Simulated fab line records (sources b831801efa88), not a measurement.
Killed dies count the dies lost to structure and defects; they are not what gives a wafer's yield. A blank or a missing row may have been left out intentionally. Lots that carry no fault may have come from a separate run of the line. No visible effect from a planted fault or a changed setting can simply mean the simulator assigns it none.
2 desks, one fault :: flow sky130 :: each desk has only its own numbers; what lay behind them comes last

== AT THE METROLOGY DESK ==
What the gauges read, lot by lot, whatever tool the lot ran on: means of the sampled wafers that have a number. Marked OUT: a lot whose mean sits more than 4 standard deviations from the usual mean, which makes it out of limits; the brackets give that distance.
Columns: A = METAL1_OVL at SKY_METAL1_OVL_MEAS_16, usual 3 nm
lot: L149
first seen here: day 33 13:05
A: 2

lot: L150
first seen here: day 34 14:29
A: -0

lot: L152
first seen here: day 34 21:01
A: -5

lot: L153
first seen here: day 35 01:34
A: 0

lot: L156
first seen here: day 35 09:32
A: 3

lot: L155
first seen here: day 35 12:15
A: 8

lot: L163
first seen here: day 38 12:03
A: 5

lot: L165
first seen here: day 38 13:01
A: 1

lot: L164
first seen here: day 38 13:35
A: 9

lot: L167
first seen here: day 38 20:31
A: -1

lot: L168
first seen here: day 39 07:58
A: 11

lot: L169
first seen here: day 39 13:23
A: -4

lot: L171
first seen here: day 39 20:41
A: -1
This desk's verdict: no lot among the 13 shows anything out of limits.

== TOOL OWNER'S DESK, pvdSputter-03 ==
The tool's own readings at SKY_METAL2_SPUTTER_02 (material AlCu, target thk 250 nm, time 13.3 s): means of the sampled wafers that have a number, for each lot that ran on this tool. Marked OUT: a lot whose mean sits more than 4 standard deviations from the usual mean, which makes it out of limits; the brackets give that distance.
Columns: A = cathodeDcPowerW at SKY_METAL2_SPUTTER_02, usual 10600 W; B = throttleValvePct at SKY_METAL2_SPUTTER_02, usual 30.6 %
lot: L149
first seen here: day 34 19:48
A: 10599
B: 30.8

lot: L150
first seen here: day 35 19:14
A: 10600
B: 31.3

lot: L152
first seen here: day 36 02:02
A: 10599
B: 31.2

lot: L156
first seen here: day 36 14:29
A: 10328 (-99 or more) OUT
B: 30.8

lot: L155
first seen here: day 36 17:24
A: 10328 (-99 or more) OUT
B: 30.9

lot: L165
first seen here: day 39 15:52
A: 10600
B: 30.6

lot: L168
first seen here: day 40 10:51
A: 10601
B: 31.3

lot: L169
first seen here: day 40 16:27
A: 10598
B: 30.4

lot: L171
first seen here: day 40 23:46
A: 10600
B: 30.9
This desk's verdict: out of limits on L155, L156, starting with L156 at day 36 14:29 (cathodeDcPowerW at SKY_METAL2_SPUTTER_02). L149, L150, L152, L165, L168, L169, L171: within limits.

== PUT TOGETHER ==
The tool owner's desk had the chance to raise an alarm at day 36 14:29 on L155, L156.
Metrology desk: nothing out of limits seen.
The metrology desk has L155, L156 on record, within its limits.
Every lot named ran SKY_METAL2_SPUTTER_02 on pvdSputter-03.

== WHAT THE SIMULATOR HAD INSERTED ==
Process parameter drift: pvdSputter-03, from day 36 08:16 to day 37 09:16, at SKY_METAL2_SPUTTER_02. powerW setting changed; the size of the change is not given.
Shown lots that were struck: L155, L156.
How many hours passed from the start of the fault until each desk's first out-of-limits reading: the tool owner's desk, 6.
